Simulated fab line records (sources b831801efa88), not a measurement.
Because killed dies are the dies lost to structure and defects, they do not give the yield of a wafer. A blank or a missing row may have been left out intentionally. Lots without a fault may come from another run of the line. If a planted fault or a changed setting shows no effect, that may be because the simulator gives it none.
One fault through the eyes of 2 desks ; flow sky130 ; numbers are kept per desk, each desk with only its own; the story behind them comes last

THE METROLOGY DESK
Lot by lot, what the gauges showed, no matter which tool ran the lot: averages of those sampled wafers that carry a number. The brackets show how far a lot's mean lies from the usual mean; more than 4 standard deviations puts the lot out of limits, marked OUT.
Columns: A = cdNm at SKY_CONTACT_CD_MEAS_14, usual 170.3 nm; B = VIA1_OVL at SKY_VIA1_OVL_MEAS_13, usual 1 nm
lot;first seen here;A;B
L926;day 32 00:19;170.2;-6
L928;day 32 23:46;168.2;-1
L930;day 33 07:51;172.5;2
L929;day 33 11:27;170.3;2
L934;day 35 08:29;167.8;4
L936;day 37 11:03;172.0;4
L937;day 37 12:03;168.1;-1
L938;day 37 15:07;169.5;5
L940;day 37 16:42;168.5;3
L944;day 38 06:53;168.6;-6
L945;day 38 17:11;171.7;-2
L946;day 38 22:40;170.6;4
Finding of this desk: none of the 12 lots has anything out of limits.

THE TOOL OWNER'S DESK: plasmaAsher-04
The tool's own readings at SKY_METAL1_STRIP_20 (strips in O2/N2): means of the sampled wafers that have a number, for each lot that ran on this tool. The brackets show how far a lot's mean lies from the usual mean; more than 4 standard deviations puts the lot out of limits, marked OUT.
Columns: A = drypumpMotorCurrentA at SKY_METAL1_STRIP_20, usual 6.1 A; B = oesProductAu at SKY_METAL1_STRIP_20, usual 0.344 a.u.; C = stripTimeToEndpointS at SKY_METAL1_STRIP_20, usual 2.72 s
lot;first seen here;A;B;C
L926;day 33 05:05;5.7;0.345;2.75
L930;day 34 12:59;5.7;0.344;2.72
L929;day 34 16:56;6.3;0.345;2.72
L934;day 36 12:17;5.7;0.344;2.72
L937;day 38 16:23;6.2;0.344;2.74
L938;day 38 19:41;5.2;0.342;2.74
L940;day 38 21:05;5.7;0.343;2.73
Finding of this desk: none of the 7 lots has anything out of limits.

BROUGHT TOGETHER
At the metrology desk, nothing out of limits was observed.
Nothing out of limits was seen by the tool owner's desk.

WHAT THE SIMULATOR PUT IN
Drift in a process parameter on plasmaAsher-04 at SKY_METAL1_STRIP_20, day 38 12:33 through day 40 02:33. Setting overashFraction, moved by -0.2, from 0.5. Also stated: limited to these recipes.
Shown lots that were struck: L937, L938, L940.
